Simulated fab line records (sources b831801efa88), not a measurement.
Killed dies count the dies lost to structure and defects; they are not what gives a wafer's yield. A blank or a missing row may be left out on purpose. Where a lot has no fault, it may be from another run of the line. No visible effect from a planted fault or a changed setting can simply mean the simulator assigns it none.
Which tool is to blame? | flow gf180mcu | 39 wafers from 13 lots sampled at 4 of the route's 602 steps

## WHAT EACH GAUGE READ, for each wafer
GF_V4_OVL_MEAS_15. Usual: V4_OVL typically reads -1 nm, with standard deviation 5.6.
lot  | measured     | on         | V4_OVL (nm) | flag
L222 | day 24 08:35 | overlay-02 | 2 4 8       | 
L224 | day 25 01:40 | overlay-01 | 7 3 5       | 
L225 | day 25 09:44 | overlay-02 | 2 0 -3      | 
L226 | day 25 15:25 | overlay-01 | -5 0 1      | 
L228 | day 26 05:04 | overlay-02 | -4 1 -4     | 
L229 | day 26 12:43 | overlay-01 | -8 -2 -4    | 
L230 | day 26 21:53 | overlay-02 | 2 5 9       | 
L232 | day 27 17:20 | overlay-02 | -5 -4 -7    | 
L233 | day 28 00:21 | overlay-02 | 1 1 3       | 
L240 | day 29 21:58 | overlay-02 | 3 -1 0      | 
L243 | day 31 09:29 | overlay-02 | -9 -5 -3    | 
L244 | day 31 10:04 | overlay-02 | -6 -7 -6    | 
L245 | day 31 20:35 | overlay-01 | 6 6 -1      | 

## EACH LOT AND THE TOOL THAT RAN IT (in order: tool; ch and the chambers of the sampled wafers; start)
lot  | GF_NWELL_COAT_02                | GF_NWELL_STRIP_10                  | GF_V3_CVD_02
L222 | lithoTrack-03 ch 0, day 2 23:54 | plasmaAsher-01 ch 0,1, day 3 07:07 | pecvd-04 ch 0,2, day 21 08:08
L224 | lithoTrack-02 ch 0, day 3 12:03 | plasmaAsher-01 ch 0,1, day 3 19:01 | pecvd-02 ch 0,2, day 22 02:44
L225 | lithoTrack-02 ch 0, day 3 17:17 | plasmaAsher-04 ch 0,1, day 4 00:33 | pecvd-03 ch 0,1,2, day 22 11:37
L226 | lithoTrack-03 ch 0, day 3 22:57 | plasmaAsher-04 ch 0,1, day 4 06:10 | pecvd-03 ch 0,1,2, day 22 17:43
L228 | lithoTrack-02 ch 0, day 4 08:17 | plasmaAsher-01 ch 0,1, day 4 15:58 | pecvd-02 ch 0,1,2, day 23 09:18
L229 | lithoTrack-01 ch 0, day 4 13:37 | plasmaAsher-01 ch 0,1, day 4 20:34 | pecvd-03 ch 0,2, day 23 16:27
L230 | lithoTrack-02 ch 0, day 4 20:27 | plasmaAsher-01 ch 0,1, day 5 04:05 | pecvd-03 ch 0,1,2, day 24 01:07
L232 | lithoTrack-01 ch 0, day 5 07:11 | plasmaAsher-02 ch 0,1, day 5 14:35 | pecvd-04 ch 0,1, day 24 23:16
L233 | lithoTrack-02 ch 0, day 5 14:32 | plasmaAsher-01 ch 0,1, day 5 22:59 | pecvd-02 ch 0,2, day 25 06:19
L240 | lithoTrack-01 ch 0, day 7 03:55 | plasmaAsher-01 ch 0,1, day 7 11:16 | pecvd-02 ch 1,2, day 27 08:58
L243 | lithoTrack-01 ch 0, day 8 05:16 | plasmaAsher-02 ch 0,1, day 8 13:35 | pecvd-03 ch 0,1,2, day 28 22:51
L244 | lithoTrack-03 ch 0, day 8 05:40 | plasmaAsher-01 ch 0,1, day 8 14:01 | pecvd-04 ch 0,1,2, day 29 00:26
L245 | lithoTrack-03 ch 0, day 8 17:19 | plasmaAsher-02 ch 0,1, day 9 02:22 | pecvd-03 ch 0,2, day 29 11:24
- GF_NWELL_COAT_02: resist thk 3000 nm.
- GF_NWELL_STRIP_10: strips in O2/N2.
- GF_V3_CVD_02: deposits SiO2 from TEOS, target thk 850 nm, time 94.851 s.

## AS READ BY THE TOOLS THEMSELVES (means over the sampled wafers that have a number; for cases with no such wafer, the mark the record gives instead)
GF_NWELL_COAT_02. Usual: resistLineTempC at 23.01 C, with a standard deviation of 0.097.
lot  | tool          | resistLineTempC (C) | flag
L222 | lithoTrack-03 | 22.98               | 
L224 | lithoTrack-02 | 22.93               | 
L225 | lithoTrack-02 | 22.99               | 
L226 | lithoTrack-03 | 22.98               | 
L228 | lithoTrack-02 | 22.89               | 
L229 | lithoTrack-01 | 23.02               | 
L230 | lithoTrack-02 | 23.06               | 
L232 | lithoTrack-01 | 23.03               | 
L233 | lithoTrack-02 | 23.15               | 
L240 | lithoTrack-01 | 22.95               | 
L243 | lithoTrack-01 | 22.91               | 
L244 | lithoTrack-03 | 22.98               | 
L245 | lithoTrack-03 | 22.90               | 

GF_NWELL_STRIP_10. Usual: drypumpMotorCurrentA 5.5 A, standard deviation 0.42; heaterPowerW 327 W, standard deviation 27; oesProductAu 0.722 a.u., standard deviation 0.0048; stripTimeToEndpointS 36.94 s, standard deviation 0.1.
lot  | tool           | drypumpMotorCurrentA (A) | heaterPowerW (W) | oesProductAu (a.u.) | stripTimeToEndpointS (s) | flag
L222 | plasmaAsher-01 | 5.2                      | 328              | 0.719               | 36.89                    | 
L224 | plasmaAsher-01 | 5.4                      | 320              | 0.721               | 36.90                    | 
L225 | plasmaAsher-04 | 6.0                      | 306              | 0.721               | 36.94                    | 
L226 | plasmaAsher-04 | 5.8                      | 330              | 0.721               | 36.98                    | 
L228 | plasmaAsher-01 | 5.4                      | 322              | 0.721               | 36.88                    | 
L229 | plasmaAsher-01 | 5.2                      | 331              | 0.724               | 37.07                    | 
L230 | plasmaAsher-01 | 5.2                      | 332              | 0.723               | 36.84                    | 
L232 | plasmaAsher-02 | 5.6                      | 367              | 0.726               | 36.98                    | 
L233 | plasmaAsher-01 | 5.4                      | 313              | 0.724               | 37.00                    | 
L240 | plasmaAsher-01 | 5.2                      | 330              | 0.725               | 38.53                    | OFF
L243 | plasmaAsher-02 | 5.6                      | 371              | 0.720               | 38.47                    | OFF
L244 | plasmaAsher-01 | 5.4                      | 317              | 0.720               | 36.88                    | 
L245 | plasmaAsher-02 | 5.7                      | 358              | 0.723               | 36.81                    | 

GF_V3_CVD_02. Usual: heaterPowerW at 624 W, with a standard deviation of 73.
lot  | tool     | heaterPowerW (W) | flag
L222 | pecvd-04 | 555              | 
L224 | pecvd-02 | 529              | 
L225 | pecvd-03 | 679              | 
L226 | pecvd-03 | 652              | 
L228 | pecvd-02 | 601              | 
L229 | pecvd-03 | 708              | 
L230 | pecvd-03 | 664              | 
L232 | pecvd-04 | 578              | 
L233 | pecvd-02 | 563              | 
L240 | pecvd-02 | 562              | 
L243 | pecvd-03 | 673              | 
L244 | pecvd-04 | 621              | 
L245 | pecvd-03 | 725              | 

## THE ANSWER, worked out from the rows above alone
Rule: take the mean of a lot's wafers that have a number; if it is more than 3 standard deviations from the usual mean, the lot is off. Also off: a lot with no number at a reading for which 4 or more lots have one. All remaining lots with rows at the step are treated as sound. After the gauges, taken in route order, come the tools' own readings; for these a lot's mean is taken, as printed above. At the first step where some lot is off, the reading lying furthest off is the one used; lots without a number count as furthest.
Off, at GF_NWELL_STRIP_10 on stripTimeToEndpointS: L240, L243.
If a tool, at that step or one of the process steps before it, ran each lot that is off and ran no sound lot following the first of them, it fits. One fits: GF_NWELL_COAT_02 on lithoTrack-01. Its last sound lot is L232 (day 5 07:11), its first lot that is off L240 (day 7 03:55): a fault that began between those two fits.

## WHAT THE SIMULATOR HAD PUT IN
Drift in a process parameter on lithoTrack-01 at GF_NWELL_COAT_02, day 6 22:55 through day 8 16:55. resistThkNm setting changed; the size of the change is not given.
Shown lots that were struck: L240, L243. This agrees with what the rule above found.
